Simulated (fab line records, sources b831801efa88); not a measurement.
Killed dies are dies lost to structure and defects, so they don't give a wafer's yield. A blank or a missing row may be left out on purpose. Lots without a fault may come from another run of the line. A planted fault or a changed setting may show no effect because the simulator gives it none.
A struck lot beside a sound one | flow sky130 | 22 steps out of a route of 708
Sound: wafers L332.2, L332.3, L332.4. Struck: wafer L344.4. (L344.1, L344.5 of the same lot were not struck and are left out.) The cause comes at the end.
At each step with rows: each side's tool, then ch and its chambers, then its first start. Under that, the readings that differ: sound wafers | struck wafers | difference of the means | sigmas: that difference in standard deviations of wafers without a fault.
alike: readings whose means differ by less than 2 such deviations, and words and numbers that are the same on both sides. not compared: withheld readings, readings that some wafer has no value for, bounds like >300 that may hide the same value, and numbers for which the record gives no deviation and whose values overlap.
The two part at a step that has a row with sigmas, a row that says differs or no value, or rows on one side only. Numbers that don't overlap but have no deviation are shown without sigmas and don't part them. A reading that every wafer of one side lacks parts them only if that side has two wafers or more.

first, 5 steps without rows for these wafers: SKY_LDD_P_COAT_02 (resist thk 1140 nm); SKY_LDD_P_SOFTBAKE_03 (time 60 s); SKY_LDD_P_EXPOSE_04 (exposes mask PSDM, target cd 380 nm); SKY_LDD_P_PEB_05; SKY_LDD_P_DEVELOP_06 (develop time 60 s).
SKY_LDD_P_CD_MEAS_07: target cd 380 nm.
  sound on cd_sem-02, day 18 18:26; struck on cd_sem-01, day 23 08:49
  alike: cd_nm
SKY_LDD_P_OVL_MEAS_08:
  sound on overlay-01, day 18 18:33; struck on overlay-02, day 23 08:56
  alike: LDD_P_OVL
then, 1 step without rows for these wafers: SKY_LDD_P_IMPLANT_09.
SKY_LDD_P_STRIP_10: strips in O2/N2.
  sound on plasma_asher-03 ch 0,1, day 18 18:44; struck on plasma_asher-04 ch 0, day 23 09:07
  reading                      | sound             | struck | difference | sigmas
  strip_time_to_endpoint_s (s) | 14.27 14.25 14.22 | 14.13  | -0.12      | -3
  alike: drypump_motor_current_A, o2_flow_sccm, oes_product_au
  not compared: rf_hours_counter_h
SKY_LDD_P_TW_MEAS_11:
  sound on film_metro-04, day 18 18:50; struck on film_metro-02, day 23 09:13
  alike: LDD_P_TW
then, 2 steps without rows for these wafers: SKY_LDD_HVN_DEHYDRATE_00 (time 60 s); SKY_LDD_HVN_HMDS_01 (prime time 60 s).
SKY_LDD_HVN_COAT_02: resist thk 300 nm.
  sound on litho_track-02 ch 0, day 19 09:39; struck on litho_track-02 ch 0, day 23 23:43
  reading                                      | sound             | struck | difference | sigmas
  model.NOVOLAK_of_LDD_HVN_COAT_02.thk_nm (nm) | 301.8 301.7 301.8 | 172    | -130       |
then, 3 steps without rows for these wafers: SKY_LDD_HVN_SOFTBAKE_03 (time 60 s); SKY_LDD_HVN_EXPOSE_04 (exposes mask HVNTM, target cd 700 nm); SKY_LDD_HVN_PEB_05.
SKY_LDD_HVN_DEVELOP_06: develop time 60 s.
  sound on litho_track-02 ch 0, day 20 00:54; struck on litho_track-03 ch 0, day 24 15:01
  reading                                      | sound             | struck | difference | sigmas
  model.NOVOLAK_of_LDD_HVN_COAT_02.thk_nm (nm) | 301.4 301.3 301.4 | 171.6  | -129.8     |
SKY_LDD_HVN_OVL_MEAS_07:
  sound on overlay-01, day 20 01:02; struck on overlay-01, day 24 15:10
  alike: LDD_HVN_OVL
then, 1 step without rows for these wafers: SKY_LDD_HVN_IMPLANT_08.
SKY_LDD_HVN_STRIP_09: strips in O2/N2.
  sound on plasma_asher-02 ch 0,1, day 20 01:13; struck on plasma_asher-02 ch 0, day 24 15:21
  reading                      | sound             | struck | difference | sigmas
  oes_product_au (a.u.)        | 0.414 0.408 0.412 | 0.336  | -0.075     | -15
  strip_time_to_endpoint_s (s) | 4.180 4.144 4.175 | 2.432  | -1.734     | -99 or more
  alike: drypump_motor_current_A, o2_flow_sccm
  not compared: rf_hours_counter_h
SKY_LDD_HVN_TW_MEAS_10:
  sound on film_metro-01, day 20 01:19; struck on film_metro-03, day 24 15:27
  alike: LDD_HVN_TW
-- the record jumps here: 24 days lie between the struck wafers' starts before and after (it left off in module LDD_HVN and takes up again in module PAD_OPEN, whose first step shown is number 708 of the route) --
SKY_PAD_OPEN_PROBE_99:
  sound on prober-01, day 45 14:34; struck on prober-01, day 48 16:02
  alike: killed_at_M0_to_M3, killed_at_M4_up, killed_at_contacts, killed_at_front_end, killed_at_other, killed_dies, killed_open, killed_short

WHERE THEY PART
First at SKY_LDD_P_STRIP_10; last, within this record, at SKY_LDD_HVN_STRIP_09. Later steps at which nothing parts them and some readings are alike: SKY_LDD_HVN_TW_MEAS_10, SKY_PAD_OPEN_PROBE_99.

WHY: what the simulator had put in
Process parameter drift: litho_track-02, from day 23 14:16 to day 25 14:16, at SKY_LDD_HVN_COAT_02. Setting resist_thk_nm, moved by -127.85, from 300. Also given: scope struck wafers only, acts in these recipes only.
